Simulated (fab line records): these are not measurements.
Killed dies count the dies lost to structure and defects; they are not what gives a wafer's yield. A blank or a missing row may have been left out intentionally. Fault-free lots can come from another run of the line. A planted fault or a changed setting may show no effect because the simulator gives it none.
The tool behind it: which one?    flow sky130    14 lots (42 wafers sampled), 1 step of a 708-step route

WHAT EACH GAUGE READ, for each wafer
Not one reading of a measure or inspect step in the record can be checked against a usual standard deviation.

EACH LOT AND THE TOOL THAT RAN IT (in order: tool; ch and the chambers of the sampled wafers; start)
lot   SKY_GATE_OXIDE_IMPLANT_11
L197  implanter-02 ch 0, day 14 00:45
L199  implanter-01 ch 0, day 14 14:25
L200  implanter-02 ch 0, day 15 03:29
L201  implanter-03 ch 0, day 15 14:41
L202  implanter-01 ch 0, day 15 20:28
L203  implanter-02 ch 0, day 15 21:22
L204  implanter-01 ch 0, day 16 09:46
L211  implanter-01 ch 0, day 18 21:19
L212  implanter-01 ch 0, day 19 20:05
L213  implanter-02 ch 0, day 19 23:07
L214  implanter-02 ch 0, day 20 05:46
L217  implanter-03 ch 0, day 21 03:19
L218  implanter-03 ch 0, day 21 12:37
L220  implanter-02 ch 0, day 22 01:10
- SKY_GATE_OXIDE_IMPLANT_11

AS READ BY THE TOOLS THEMSELVES (means over the sampled wafers that have a number; for cases with no such wafer, the mark the record gives instead)
SKY_GATE_OXIDE_IMPLANT_11. Usual: beamEnergyKeV 9.999, standard deviation 0.003; doseIonsCm2 2.5995e+12, standard deviation 2.9e+09; faradayCurrentUA 14.64, standard deviation 0.26.
lot   tool          beamEnergyKeV  doseIonsCm2  faradayCurrentUA  flag
L197  implanter-02  9.999          2.5999e+12   14.59             
L199  implanter-01  9.997          2.6018e+12   14.50             
L200  implanter-02  10.000         2.5998e+12   14.50             
L201  implanter-03  9.999          2.5971e+12   14.76             
L202  implanter-01  10.000         2.6015e+12   14.79             
L203  implanter-02  9.997          2.5985e+12   14.49             
L204  implanter-01  10.003         2.6015e+12   14.65             
L211  implanter-01  9.999          2.8278e+12   15.81             OFF
L212  implanter-01  10.000         2.8217e+12   15.82             OFF
L213  implanter-02  9.995          2.5996e+12   14.88             
L214  implanter-02  9.998          2.6011e+12   14.75             
L217  implanter-03  10.000         2.5973e+12   14.48             
L218  implanter-03  9.999          2.5982e+12   14.80             
L220  implanter-02  9.999          2.6003e+12   14.83             

THE ANSWER, worked out from the rows above alone
Rule: a lot is off if the mean of its wafers that have a number lies more than 3 standard deviations from the usual mean. A lot without any number at a reading at which 4 lots or more have one is off too. All remaining lots with rows at the step are treated as sound. The gauges are gone through in route order, then the tools' own readings, and for those a lot's mean is taken as printed above. At the first step where some lot is off, the reading lying furthest off is the one used; lots without a number count as furthest.
Off: L211, L212, at SKY_GATE_OXIDE_IMPLANT_11 (doseIonsCm2).
If a tool, at that step or one of the process steps before it, ran each lot that is off and ran no sound lot following the first of them, it fits. One fits: implanter-01 at SKY_GATE_OXIDE_IMPLANT_11. Its last sound lot is L204 (day 16 09:46), its first lot that is off L211 (day 18 21:19): a fault that began between those two fits.
The tool's own readings at SKY_GATE_OXIDE_IMPLANT_11 bear it out: on the lots that are off they differ by more than 5 times the standard deviation of the sound lots' means. doseIonsCm2 reads 2.8248e+12 there against 2.5997e+12 on the sound lots; faradayCurrentUA reads 15.82 there against 14.67 on the sound lots.

WHAT THE SIMULATOR HAD PUT IN
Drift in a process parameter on implanter-01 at SKY_GATE_OXIDE_IMPLANT_11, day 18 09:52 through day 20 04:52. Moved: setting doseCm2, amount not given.
Shown lots that were struck: L211, L212. The rule above found the same.
